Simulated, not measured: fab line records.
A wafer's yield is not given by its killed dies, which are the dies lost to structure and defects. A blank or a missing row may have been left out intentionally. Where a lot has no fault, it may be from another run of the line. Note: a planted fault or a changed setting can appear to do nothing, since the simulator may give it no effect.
fab line records ; flow sky130 ; part 1 of 2: steps 1 to 42 of 43
[record] lots = 6; wafers = 18; lastDay = 49
route steps=708 shown METAL2@491 VIA2@507 METAL3@532 PAD_OPEN@708
lots that met no fault: from a run of the same line without faults
startH: hours from the record's first day to the start of the lot's first wafer shown ; waitH: how many hours have passed since the lot's step before this one ; " the same as in the row above ; L1.1+2: a row that stands for several wafers ; - no value present, or no start provided ; * or withheld: withheld ; < > ~ a bound
route shown NAME@n: a module of which the file shows steps, and the number in the route of the first ; usual: mean and standard deviation over wafers with no fault ; same: alike in all rows ; chamber/n: place in a boat ; sites: per-site readings ; _std_site: their standard deviation ; _edge_site: outer sites' mean less inner sites' ; radiusMm: how far each site lies from the wafer's centre ; mask NAME#n: copy n ; behind: the most recent tool/chamber to have shaped the wafer ; hold: reason for holding the lot/hours on hold/outcome of the hold ; device: which transistor (n, p or np) failed to switch ; end of line: tests of these same wafers at the route's end ; a step given without rows: its recipe and nothing more ; killed: dies lost to structure and defects at the first sort, not the wafer's yield ; map: a wafer's dies, marking killed ones x, the rest . and places with no die _
set.NAME: the setting that was run; set.NAME@STEP: the one run at that earlier step ; model.NAME: the simulator's own value behind a step, which no gauge read
lots at some steps of the route; a table a step, a row a wafer
services: the hour from which a tool's chamber was out of use, counted from the record's first day as startH (under 0 if before that day), plus the number of hours and why
[[steps]]
[step SKY_METAL2_HMDS_08]
[recipe] primeTimeS = 60; primeTempC = 120
[step SKY_METAL2_COAT_09]
[recipe] resist = BARC; tempC = withheld; timeS = withheld; spinRpm = 3000; resistThkNm = 60
[step SKY_METAL2_COAT_10]
[recipe] resist = KrF-thick; spinRpm = 3000; resistThkNm = 450
[step SKY_METAL2_SOFTBAKE_11]
[recipe] tempC = 100; timeS = 90; resist = KrF-thick
[step SKY_METAL2_EXPOSE_12]
[recipe] maskId = MM2; na = 0.8; sourceShape = annular; sigmaInner = 0.55; sigmaOuter = 0.85; targetCdNm = 140; doseMj = 28
[step SKY_METAL2_PEB_13]
[recipe] pebTempC = withheld; pebTimeS = withheld; resist = KrF-thick
[step SKY_METAL2_DEVELOP_14]
[recipe] developTimeS = 60; resist = KrF-thick; devTempC = 21
[step SKY_METAL2_CD_MEAS_15]
[recipe] targetCdNm = 140
[usual] cdNm = 139.6/1.7
lot.wafer;tool;chamber;startH;waitH;cdNm
L307.1;cdSem-02;-;859.61;-;138.2
L307.5;cdSem-02;-;859.61;-;138.6
L307.6;cdSem-02;-;859.61;-;138.0
L311.2;cdSem-02;-;878.38;-;140.0
L311.3;cdSem-02;-;878.38;-;139.4
L311.5;cdSem-02;-;878.38;-;138.6
L315.1;cdSem-01;-;906.76;-;140.3
L315.4;cdSem-01;-;906.76;-;141.0
L315.5;cdSem-01;-;906.76;-;140.5
L319.1;cdSem-01;-;934.54;-;137.1
L319.4;cdSem-01;-;934.54;-;136.7
L319.6;cdSem-01;-;934.54;-;138.2
L321.3;cdSem-02;-;946.50;-;138.8
L321.5;cdSem-02;-;946.50;-;137.8
L321.6;cdSem-02;-;946.50;-;139.8
L322.3;cdSem-01;-;954.35;-;140.7
L322.4;cdSem-01;-;954.35;-;141.7
L322.5;cdSem-01;-;954.35;-;140.2
[step SKY_METAL2_OVL_MEAS_16]
[usual] METAL2_OVL = -1/6.2
lot.wafer;tool;chamber;startH;waitH;METAL2_OVL[nm]
L307.1;overlay-02;-;859.73;0.1;10
L307.5;overlay-02;-;859.73;0.1;8
L307.6;overlay-02;-;859.73;0.1;7
L311.2;overlay-01;-;878.49;0.1;-11
L311.3;overlay-01;-;878.49;0.1;-7
L311.5;overlay-01;-;878.49;0.1;-10
L315.1;overlay-02;-;906.88;0.1;-1
L315.4;overlay-02;-;906.88;0.1;5
L315.5;overlay-02;-;906.88;0.1;-2
L319.1;overlay-02;-;934.66;0.1;6
L319.4;overlay-02;-;934.66;0.1;8
L319.6;overlay-02;-;934.66;0.1;11
L321.3;overlay-02;-;946.59;0.1;10
L321.5;overlay-02;-;946.59;0.1;5
L321.6;overlay-02;-;946.59;0.1;4
L322.3;overlay-02;-;954.44;0.1;-2
L322.4;overlay-02;-;954.44;0.1;-4
L322.5;overlay-02;-;954.44;0.1;-2
[step SKY_METAL2_DESCUM_17]
[recipe] chemistry = O2; sourcePowerW = 150; biasPowerW = 0; pressureMtorr = 10; tempC = 40; timeS = 8
[step SKY_METAL2_ETCH_18]
[recipe] chemistry = N2/H2; target = BARC; ionEnergyEv = 200; biasW = 100; pressureMtorr = 30; n2FlowSccm = 100; h2FlowSccm = 200; icpW = 500; stopOn = SiO2; timeS = 45.9; targetDepthA = 600
[step SKY_METAL2_METAL_ETCH_19]
[recipe] targetDepthA = 3600; stopOn = SiO2; overEtchFrac = 0.3; timeS = 78; chemistry = Cl2/BCl3; resistSidewallDeg = 88; pressureMtorr = 10; icpW = 900; biasW = 48.5; Cl2_flow_sccm = 60; bcl3FlowSccm = 30
[step SKY_METAL2_STRIP_20]
[recipe] chemistry = O2/N2; powerW = 1400; pressureMtorr = 1500; platenTempC = withheld; o2FlowSccm = 3000; n2FlowSccm = 300; overashFraction = 0.5
[usual] drypumpMotorCurrentA = 5.6/0.3; oesProductAu = 0.344/0.0047; stripTimeToEndpointS = 2.73/0.032
lot.wafer;tool;chamber;startH;waitH;drypumpMotorCurrentA;oesProductAu;rfHoursCounterH;stripTimeToEndpointS
L307.1;plasmaAsher-02;0;859.95;0.1;6.0;0.344;79;2.70
L307.5;plasmaAsher-02;1;859.95;0.1;5.7;0.346;-;2.69
L307.6;plasmaAsher-02;0;859.95;0.1;6.0;0.343;-;2.65
L311.2;plasmaAsher-04;0;878.70;0.1;5.2;0.341;43;2.73
L311.3;plasmaAsher-04;1;878.70;0.1;5.9;0.337;-;2.71
L311.5;plasmaAsher-04;1;878.70;0.1;5.9;0.350;-;2.71
L315.1;plasmaAsher-03;1;907.10;0.1;5.3;0.335;17;2.68
L315.4;plasmaAsher-03;0;907.10;0.1;5.3;0.347;-;2.73
L315.5;plasmaAsher-03;1;907.10;0.1;5.3;0.349;-;2.72
L319.1;plasmaAsher-02;0;934.89;0.1;5.9;0.347;86;2.74
L319.4;plasmaAsher-02;0;934.89;0.1;5.9;0.346;-;2.71
L319.6;plasmaAsher-02;1;934.89;0.1;5.7;0.349;-;2.72
L321.3;plasmaAsher-03;0;947.02;0.1;5.3;0.346;-;2.73
L321.5;plasmaAsher-03;0;947.02;0.1;5.3;0.340;-;2.73
L321.6;plasmaAsher-03;1;947.02;0.1;5.3;0.343;-;2.72
L322.3;plasmaAsher-02;1;954.69;0.1;5.8;0.336;-;2.71
L322.4;plasmaAsher-02;0;954.69;0.1;5.9;0.344;-;2.70
L322.5;plasmaAsher-02;1;954.69;0.1;5.8;0.343;-;2.70
[step SKY_METAL2_STRIP_21]
[recipe] chemistry = postEtchResidueRemover; timeS = 1200; tempC = 72.5
[step SKY_METAL2_CLEAN_22]
[recipe] chemistry = IPA; timeS = 180; tempC = 25
[step SKY_METAL2_CLEAN_23]
[recipe] chemistry = O3/DIW; dry = n2Spin
[step SKY_VIA2_HDPCVD_00]
[recipe] material = SiO2; targetThkNm = 1180; sigmaOpenFrac = 0.3; timeS = 196.7; tempC = 400; sih4FlowSccm = 60; pressureMtorr = 6
[step SKY_VIA2_THK_MEAS_01]
[recipe] reads = SiO2_of_VIA2_HDPCVD_00
[usual] VIA2_HDPCVD_THK = 1178/17
lot.wafer;tool;chamber;startH;waitH;VIA2_HDPCVD_THK[nm]
L307.1;filmMetro-01;-;860.68;0.1;1224
L307.5;filmMetro-01;-;860.68;0.1;1181
L307.6;filmMetro-01;-;860.68;0.1;1199
L311.2;filmMetro-01;-;879.44;0.1;1180
L311.3;filmMetro-01;-;879.44;0.1;1156
L311.5;filmMetro-01;-;879.44;0.1;1172
L315.1;filmMetro-01;-;907.86;0.1;1169
L315.4;filmMetro-01;-;907.86;0.1;1172
L315.5;filmMetro-01;-;907.86;0.1;1138
L319.1;filmMetro-01;-;935.69;0.1;1168
L319.4;filmMetro-01;-;935.69;0.1;1178
L319.6;filmMetro-01;-;935.69;0.1;1188
L321.3;filmMetro-04;-;947.73;0.1;1186
L321.5;filmMetro-04;-;947.73;0.1;1146
L321.6;filmMetro-04;-;947.73;0.1;1186
L322.3;filmMetro-04;-;955.42;0.1;1188
L322.4;filmMetro-04;-;955.42;0.1;1175
L322.5;filmMetro-04;-;955.42;0.1;1175
[step SKY_VIA2_CMP_02]
[recipe] material = SiO2; downForcePsi = 4; platenRpm = 60; padVelocityMS = 0.94248
[step SKY_VIA2_BOW_MEAS_03]
[recipe] mode = bow
[usual] VIA2_BOW = 85/7.6
lot.wafer;tool;chamber;startH;waitH;VIA2_BOW[um]
L307.1;filmMetro-01;-;861.04;0.2;87
L307.5;filmMetro-01;-;861.04;0.2;86
L307.6;filmMetro-01;-;861.04;0.2;90
L311.2;filmMetro-04;-;879.81;0.1;90
L311.3;filmMetro-04;-;879.81;0.1;87
L311.5;filmMetro-04;-;879.81;0.1;81
L315.1;filmMetro-04;-;908.22;0.1;77
L315.4;filmMetro-04;-;908.22;0.1;93
L315.5;filmMetro-04;-;908.22;0.1;80
L319.1;filmMetro-03;-;936.05;0.2;73
L319.4;filmMetro-03;-;936.05;0.2;82
L319.6;filmMetro-03;-;936.05;0.2;90
L321.3;filmMetro-01;-;948.11;0.2;93
L321.5;filmMetro-01;-;948.11;0.2;89
L321.6;filmMetro-01;-;948.11;0.2;94
L322.3;filmMetro-04;-;955.80;0.2;83
L322.4;filmMetro-04;-;955.80;0.2;87
L322.5;filmMetro-04;-;955.80;0.2;66
[step SKY_VIA2_DEHYDRATE_04]
[recipe] tempC = 200; timeS = 60
[step SKY_VIA2_HMDS_05]
[recipe] primeTimeS = 60; primeTempC = 120
[step SKY_VIA2_COAT_06]
[recipe] resist = BARC; tempC = withheld; timeS = withheld; spinRpm = 3000; resistThkNm = 60
[step SKY_VIA2_COAT_07]
[recipe] resist = KrF-thick; spinRpm = 3000; resistThkNm = 450
[step SKY_VIA2_SOFTBAKE_08]
[recipe] tempC = 100; timeS = 90; resist = KrF-thick
[step SKY_VIA2_EXPOSE_09]
[recipe] maskId = VIM2; na = 0.8; sourceShape = annular; sigmaInner = 0.55; sigmaOuter = 0.85; targetCdNm = 200; doseMj = 38
[step SKY_VIA2_PEB_10]
[recipe] pebTempC = withheld; pebTimeS = withheld; resist = KrF-thick
[step SKY_VIA2_DEVELOP_11]
[recipe] developTimeS = 60; resist = KrF-thick; devTempC = 21
[step SKY_VIA2_CD_MEAS_12]
[recipe] targetCdNm = 200
[usual] cdNm = 200.4/1.7
lot.wafer;tool;chamber;startH;waitH;cdNm
L307.1;cdSem-02;-;886.86;-;201.0
L307.5;cdSem-02;-;886.86;-;200.1
L307.6;cdSem-02;-;886.86;-;201.5
L311.2;cdSem-02;-;905.31;-;198.3
L311.3;cdSem-02;-;905.31;-;197.2
L311.5;cdSem-02;-;905.31;-;197.6
L315.1;cdSem-02;-;933.44;-;201.4
L315.4;cdSem-02;-;933.44;-;201.6
L315.5;cdSem-02;-;933.44;-;202.2
L319.1;cdSem-01;-;960.56;-;201.2
L319.4;cdSem-01;-;960.56;-;201.6
L319.6;cdSem-01;-;960.56;-;202.6
L321.3;cdSem-02;-;972.70;-;198.1
L321.5;cdSem-02;-;972.70;-;198.5
L321.6;cdSem-02;-;972.70;-;199.4
L322.3;cdSem-02;-;979.00;-;198.1
L322.4;cdSem-02;-;979.00;-;198.9
L322.5;cdSem-02;-;979.00;-;199.5
[step SKY_VIA2_OVL_MEAS_13]
[usual] VIA2_OVL = -4/5.7
lot.wafer;tool;chamber;startH;waitH;VIA2_OVL[nm]
L307.1;overlay-01;-;886.98;0.1;4
L307.5;overlay-01;-;886.98;0.1;3
L307.6;overlay-01;-;886.98;0.1;7
L311.2;overlay-01;-;905.42;0.1;-1
L311.3;overlay-01;-;905.42;0.1;-5
L311.5;overlay-01;-;905.42;0.1;-2
L315.1;overlay-01;-;933.56;0.1;-2
L315.4;overlay-01;-;933.56;0.1;-1
L315.5;overlay-01;-;933.56;0.1;-5
L319.1;overlay-01;-;960.68;0.1;-10
L319.4;overlay-01;-;960.68;0.1;-5
L319.6;overlay-01;-;960.68;0.1;0
L321.3;overlay-02;-;972.79;0.1;-10
L321.5;overlay-02;-;972.79;0.1;-10
L321.6;overlay-02;-;972.79;0.1;-2
L322.3;overlay-02;-;979.09;0.1;2
L322.4;overlay-02;-;979.09;0.1;-5
L322.5;overlay-02;-;979.09;0.1;0
[step SKY_VIA2_ETCH_14]
[recipe] chemistry = N2/H2; target = BARC; ionEnergyEv = 200; sourceW = 500; biasW = 100; pressureMtorr = 30; n2FlowSccm = 100; h2FlowSccm = 200; stopOn = SiO2; timeS = 45.9; targetDepthA = 600
[usual] drypumpMotorCurrentA = 5.8/0.45; oesProductAu = 0.854/0.0046; throttleValvePct = 13.225/0.009
lot.wafer;tool;chamber;startH;waitH;drypumpMotorCurrentA;oesProductAu;rfHoursCounterH;throttleValvePct
L307.1;rieDiel-02;2;887.02;0.0;5.1;0.851;8;13.219
L307.5;rieDiel-02;1;887.02;0.0;6.0;0.843;-;13.213
L307.6;rieDiel-02;2;887.02;0.0;5.0;0.854;-;13.225
L311.2;rieDiel-03;2;905.45;0.0;5.5;0.851;17;13.227
L311.3;rieDiel-03;3;905.45;0.0;6.5;0.855;4;13.216
L311.5;rieDiel-03;0;905.45;0.0;6.2;0.854;-;13.231
L315.1;rieDiel-02;1;933.60;0.0;5.9;0.855;2;13.205
L315.4;rieDiel-02;3;933.60;0.0;6.4;0.853;9;13.225
L315.5;rieDiel-02;2;933.60;0.0;5.1;0.851;-;13.234
L319.1;rieDiel-02;3;960.72;0.0;6.3;0.856;10;13.218
L319.4;rieDiel-02;0;960.72;0.0;5.6;0.857;9;13.217
L319.6;rieDiel-02;0;960.72;0.0;5.6;0.861;-;13.222
L321.3;rieDiel-04;2;972.82;0.0;5.5;0.847;22;13.214
L321.5;rieDiel-04;2;972.82;0.0;5.5;0.850;-;13.213
L321.6;rieDiel-04;3;972.82;0.0;6.3;0.854;-;13.219
L322.3;rieDiel-03;3;979.12;0.0;6.4;0.855;6;13.218
L322.4;rieDiel-03;2;979.12;0.0;5.5;0.852;19;13.223
L322.5;rieDiel-03;0;979.12;0.0;6.2;0.857;-;13.240
[step SKY_VIA2_ETCH_15]
[recipe] target = SiO2; chemistry = C4F8/O2/Ar; targetDepthNm = 546; stopOn = TiN; maskMaterial = KrF-thick; sourceW = 1500; biasW = 1200; pressureMtorr = 40; c4f8FlowSccm = withheld; O2_flow_sccm = 6; Ar_flow_sccm = 300; timeS = 84
[usual] oesProductAu = 0.939/0.0048
lot.wafer;tool;chamber;startH;waitH;oesProductAu;rfHoursCounterH
L307.1;rieDiel-02;2;887.06;0.0;0.938;8
L307.5;rieDiel-02;1;887.06;0.0;0.939;-
L307.6;rieDiel-02;2;887.06;0.0;0.941;-
L311.2;rieDiel-03;2;905.49;0.0;0.942;17
L311.3;rieDiel-03;3;905.49;0.0;0.942;4
L311.5;rieDiel-03;0;905.49;0.0;0.940;-
L315.1;rieDiel-02;1;933.64;0.0;0.944;3
L315.4;rieDiel-02;3;933.64;0.0;0.939;9
L315.5;rieDiel-02;2;933.64;0.0;0.938;-
L319.1;rieDiel-02;3;960.76;0.0;0.943;10
L319.4;rieDiel-02;0;960.76;0.0;0.938;9
L319.6;rieDiel-02;0;960.76;0.0;0.939;-
L321.3;rieDiel-04;2;972.86;0.0;0.934;22
L321.5;rieDiel-04;2;972.86;0.0;0.934;-
L321.6;rieDiel-04;3;972.86;0.0;0.951;-
L322.3;rieDiel-03;3;979.16;0.0;0.939;6
L322.4;rieDiel-03;2;979.16;0.0;0.943;19
L322.5;rieDiel-03;0;979.16;0.0;0.942;-
[step SKY_VIA2_STRIP_16]
[recipe] chemistry = O2/N2; powerW = 1400; pressureMtorr = 1500; platenTempC = withheld; o2FlowSccm = 3000; n2FlowSccm = 300; overashFraction = 0.5
[usual] drypumpMotorCurrentA = 5.9/0.45; oesProductAu = 0.399/0.0048; stripTimeToEndpointS = 4.05/0.035
lot.wafer;tool;chamber;startH;waitH;drypumpMotorCurrentA;oesProductAu;rfHoursCounterH;stripTimeToEndpointS
L307.1;plasmaAsher-02;1;887.12;0.0;5.7;0.408;82;4.04
L307.5;plasmaAsher-02;1;887.12;0.0;5.8;0.390;-;4.00
L307.6;plasmaAsher-02;0;887.12;0.0;6.0;0.397;-;4.02
L311.2;plasmaAsher-04;0;905.56;0.0;5.2;0.402;46;4.04
L311.3;plasmaAsher-04;1;905.56;0.0;6.0;0.404;-;4.06
L311.5;plasmaAsher-04;1;905.56;0.0;5.9;0.407;-;4.08
L315.1;plasmaAsher-01;0;933.70;0.0;5.8;0.398;106;4.01
L315.4;plasmaAsher-01;1;933.70;0.0;6.7;0.399;-;4.06
L315.5;plasmaAsher-01;1;933.70;0.0;6.7;0.405;-;4.04
L319.1;plasmaAsher-04;0;960.82;0.0;5.2;0.401;51;4.10
L319.4;plasmaAsher-04;0;960.82;0.0;5.2;0.406;-;4.07
L319.6;plasmaAsher-04;0;960.82;0.0;5.2;0.405;-;4.08
L321.3;plasmaAsher-02;1;972.96;0.1;5.7;0.396;-;4.06
L321.5;plasmaAsher-02;1;972.96;0.1;5.7;0.400;-;4.06
L321.6;plasmaAsher-02;0;972.96;0.1;6.0;0.407;-;4.10
L322.3;plasmaAsher-02;0;979.26;0.1;6.0;0.391;-;4.05
L322.4;plasmaAsher-02;1;979.26;0.1;5.7;0.388;-;4.04
L322.5;plasmaAsher-02;0;979.26;0.1;5.9;0.399;-;4.04
[step SKY_VIA2_STRIP_17]
[recipe] chemistry = postEtchResidueRemover; timeS = 1200; tempC = 72.5
[step SKY_VIA2_CLEAN_18]
[recipe] chemistry = IPA; timeS = 180; tempC = 25
[step SKY_VIA2_CLEAN_19]
[recipe] chemistry = O3/DIW; dry = n2Spin
[step SKY_VIA2_SPUTTER_20]
[recipe] material = TiN; targetThkNm = 20; chamberPressurePa = 5; powerW = 4000; timeS = 80
[usual] throttleValvePct = 30.5/1.1
lot.wafer;tool;chamber;startH;waitH;throttleValvePct
L307.1;pvdSputter-01;-;887.78;0.0;30.3
L307.5;pvdSputter-01;-;887.78;0.0;30.2
L307.6;pvdSputter-01;-;887.78;0.0;30.0
L311.2;pvdSputter-04;-;906.15;0.0;31.9
L311.3;pvdSputter-04;-;906.15;0.0;30.1
L311.5;pvdSputter-04;-;906.15;0.0;31.7
L315.1;pvdSputter-02;-;934.30;0.0;32.1
L315.4;pvdSputter-02;-;934.30;0.0;29.6
L315.5;pvdSputter-02;-;934.30;0.0;29.2
L319.1;pvdSputter-01;-;961.43;0.0;29.2
L319.4;pvdSputter-01;-;961.43;0.0;29.8
L319.6;pvdSputter-01;-;961.43;0.0;29.1
L321.3;pvdSputter-02;-;973.55;0.0;29.6
L321.5;pvdSputter-02;-;973.55;0.0;29.1
L321.6;pvdSputter-02;-;973.55;0.0;32.0
L322.3;pvdSputter-02;-;979.82;0.0;29.8
L322.4;pvdSputter-02;-;979.82;0.0;32.3
L322.5;pvdSputter-02;-;979.82;0.0;29.9
[step SKY_VIA2_CVD_21]
[recipe] material = W; targetThkNm = 420; timeS = 126.4; tempC = 400; pressureTorr = 40
[usual] heaterPowerW = 779/97
lot.wafer;tool;chamber;startH;waitH;heaterPowerW
L307.1;cvdW-02;0;887.84;0.0;712
L307.5;cvdW-02;1;887.84;0.0;759
L307.6;cvdW-02;0;887.84;0.0;732
L311.2;cvdW-02;0;906.21;0.0;725
L311.3;cvdW-02;0;906.21;0.0;736
L311.5;cvdW-02;0;906.21;0.0;713
L315.1;cvdW-01;1;934.36;0.0;913
L315.4;cvdW-01;0;934.36;0.0;665
L315.5;cvdW-01;1;934.36;0.0;905
L319.1;cvdW-01;1;961.49;0.0;890
L319.4;cvdW-01;1;961.49;0.0;903
L319.6;cvdW-01;1;961.49;0.0;920
L321.3;cvdW-01;0;973.65;0.1;662
L321.5;cvdW-01;1;973.65;0.1;920
L321.6;cvdW-01;0;973.65;0.1;668
L322.3;cvdW-01;1;979.92;0.1;876
L322.4;cvdW-01;0;979.92;0.1;667
L322.5;cvdW-01;1;979.92;0.1;914
[step SKY_VIA2_RS_MEAS_22]
[recipe] thkMeasGauge = four-point-probe; reads = W_of_VIA2_CVD_21+TiN_of_VIA2_SPUTTER_20
[usual] VIA2_W_RS = 0.271/0.0038
lot.wafer;tool;chamber;startH;waitH;VIA2_W_RS[ohm/sq]
L307.1;filmMetro-03;-;887.97;0.1;0.273
L307.5;filmMetro-03;-;887.97;0.1;0.269
L307.6;filmMetro-03;-;887.97;0.1;0.274
L311.2;filmMetro-01;-;906.36;0.1;0.275
L311.3;filmMetro-01;-;906.36;0.1;0.273
L311.5;filmMetro-01;-;906.36;0.1;0.269
L315.1;filmMetro-04;-;934.49;0.1;0.273
L315.4;filmMetro-04;-;934.49;0.1;0.266
L315.5;filmMetro-04;-;934.49;0.1;0.273
L319.1;filmMetro-04;-;961.75;0.2;0.278
L319.4;filmMetro-04;-;961.75;0.2;0.279
L319.6;filmMetro-04;-;961.75;0.2;0.276
L321.3;filmMetro-04;-;973.78;0.1;0.270
L321.5;filmMetro-04;-;973.78;0.1;0.272
L321.6;filmMetro-04;-;973.78;0.1;0.270
L322.3;filmMetro-04;-;980.05;0.1;0.274
L322.4;filmMetro-04;-;980.05;0.1;0.271
L322.5;filmMetro-04;-;980.05;0.1;0.276
[step SKY_VIA2_THK_MEAS_23]
[recipe] thkMeasGauge = xrf; reads = W_of_VIA2_CVD_21
[usual] VIA2_W_THK = 414/6.4
lot.wafer;tool;chamber;startH;waitH;VIA2_W_THK[nm]
L307.1;filmMetro-03;-;888.09;0.1;410
L307.5;filmMetro-03;-;888.09;0.1;416
L307.6;filmMetro-03;-;888.09;0.1;412
L311.2;filmMetro-01;-;906.47;0.1;409
L311.3;filmMetro-01;-;906.47;0.1;412
L311.5;filmMetro-01;-;906.47;0.1;415
L315.1;filmMetro-04;-;934.61;0.1;417
L315.4;filmMetro-04;-;934.61;0.1;428
L315.5;filmMetro-04;-;934.61;0.1;415
L319.1;filmMetro-04;-;961.87;0.1;407
L319.4;filmMetro-04;-;961.87;0.1;403
L319.6;filmMetro-04;-;961.87;0.1;410
L321.3;filmMetro-04;-;973.88;0.1;417
L321.5;filmMetro-04;-;973.88;0.1;415
L321.6;filmMetro-04;-;973.88;0.1;417
L322.3;filmMetro-04;-;980.15;0.1;413
L322.4;filmMetro-04;-;980.15;0.1;418
L322.5;filmMetro-04;-;980.15;0.1;408
[step SKY_VIA2_CMP_24]
[recipe] stopOn = SiO2; tOverpolishS = 20; downForcePsi = 3.5; platenRpm = 60; targetThkNm = 0; padVelocityMS = 0.94248
[step SKY_METAL3_SPUTTER_00]
[recipe] material = Ti; targetThkNm = 15; powerW = 3000; timeS = 10; chamberPressurePa = 0.4
